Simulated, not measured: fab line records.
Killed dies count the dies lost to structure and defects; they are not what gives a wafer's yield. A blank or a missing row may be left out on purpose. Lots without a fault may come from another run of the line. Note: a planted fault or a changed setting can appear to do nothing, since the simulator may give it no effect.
A lot that was struck, set against a sound lot / flow sfq line / 14 steps out of a route of 325
Sound: wafers L130.3, L130.5, L130.6. The struck wafers were L132.4, L132.5, L132.6. Last of all comes the cause.
Each step with rows lists, per side, the tool, then ch with its chambers, then its first start. Under that, the readings that differ: sound wafers / struck wafers / difference of the means / sigmas: that difference in standard deviations of wafers without a fault.
alike: readings whose means differ by less than 2 such deviations, and words and numbers that are the same on both sides. not compared: withheld readings, readings that some wafer has no value for, bounds like >300 that may hide the same value, and numbers for which the record gives no deviation and whose values overlap.
The two part at a step that has a row with sigmas, a row that says differs or no value, or rows on one side only. Non-overlapping numbers with no deviation appear without sigmas and do not part them. A reading that every wafer of one side lacks parts them only if that side has two wafers or more.

SFQ_TRILAYER_M0_BARC_OPEN_METAL_ETCH_031: etches BARC in O2, target depth 125 nm, time 41.7 s.
  sound on rie metal-04 ch 0,1, day 11 23:51; struck on rie metal-03 ch 0,1, day 12 22:39
  alike: drypump motor current A, oes product au
  not compared: rf hours counter h
then, 1 step without rows for these wafers: SFQ_TRILAYER_M0_ETCH_METAL_ETCH_024 (etches Nb in Cl2/Ar, stops on SiO2, target depth 240 nm, time 120 s).
SFQ_TRILAYER_M0_STRIP_STRIP_025: strips in O2.
  sound on rie metal-04 ch 0,1, day 12 00:13; struck on rie metal-03 ch 0,1, day 12 23:01
  alike: drypump motor current A, oes product au, platen temp c
  not compared: rf hours counter h
then, 1 step without rows for these wafers: SFQ_TRILAYER_M0_STRIP_SOLV_CLEAN_026 (cleans in NMP, time 600 s).
SFQ_TRILAYER_I0_DEP_PECVD_027: deposits SiO2 from SiH4/N2O, time 111.11 s, target thk 500 nm.
  sound on pecvd-01 ch 0,1,2, day 12 00:47; struck on pecvd-01 ch 0,1,2, day 12 23:38
  alike: heater power w, showerhead vpp V, throttle valve pct
SFQ_TRILAYER_I0_CMP_CMP_028: polishes SiO2.
  sound on cmp-02 ch 0,1,3, day 12 03:34; struck on cmp-02 ch 0,1, day 13 04:16
  alike: head pressure psi, motor current A, time to endpoint s
SFQ_I0_BOW_MEAS_907:
  sound on film metro-02 at day 12 05:36; struck on film metro-04 at day 13 07:20
  alike: I0_BOW
SFQ_TRILAYER_I0_METRO_MEASURE_029:
  sound on film metro-02 at day 12 06:05; struck on film metro-04 at day 13 07:59
reading=thk nm (nm); sound=200.1 201.6 200.6; struck=198.6 198.6 198.8; difference=-2.1; sigmas=-2
then, 4 steps without rows for these wafers: SFQ_TRILAYER_I0_VIA_LITHO_COAT_036 (resist thk 62 nm); SFQ_TRILAYER_I0_VIA_LITHO_COAT_031 (resist thk 650 nm); SFQ_TRILAYER_I0_VIA_LITHO_SOFTBAKE_035; SFQ_TRILAYER_I0_VIA_LITHO_EXPOSE_032 (exposes mask I0, target cd 500 nm).
-- the record jumps here: 5 days lie between the struck wafers' starts before and after --
SFQ_TRILAYER_I0_VIA_LITHO_PEB_034: peb time 60 s.
  sound on litho track-01 ch 0, day 17 07:44; struck on litho track-02 ch 0, day 18 06:41
reading=heater power total W (W); sound=79.02 79.14 79.19; struck=71.67 71.79 71.79; difference=-7.37; sigmas=-99 or more
reading=plate temp C (C); sound=115.19 115.03 114.88; struck=106.87 106.90 106.80; difference=-8.18; sigmas=-55
then, 1 step without rows for these wafers: SFQ_TRILAYER_I0_VIA_LITHO_DEVELOP_033 (time 60 s).

WHERE THEY PART
Last at SFQ_TRILAYER_I0_VIA_LITHO_PEB_034 as far as this record goes, first at SFQ_TRILAYER_I0_METRO_MEASURE_029.

WHY: the cause the simulator had injected
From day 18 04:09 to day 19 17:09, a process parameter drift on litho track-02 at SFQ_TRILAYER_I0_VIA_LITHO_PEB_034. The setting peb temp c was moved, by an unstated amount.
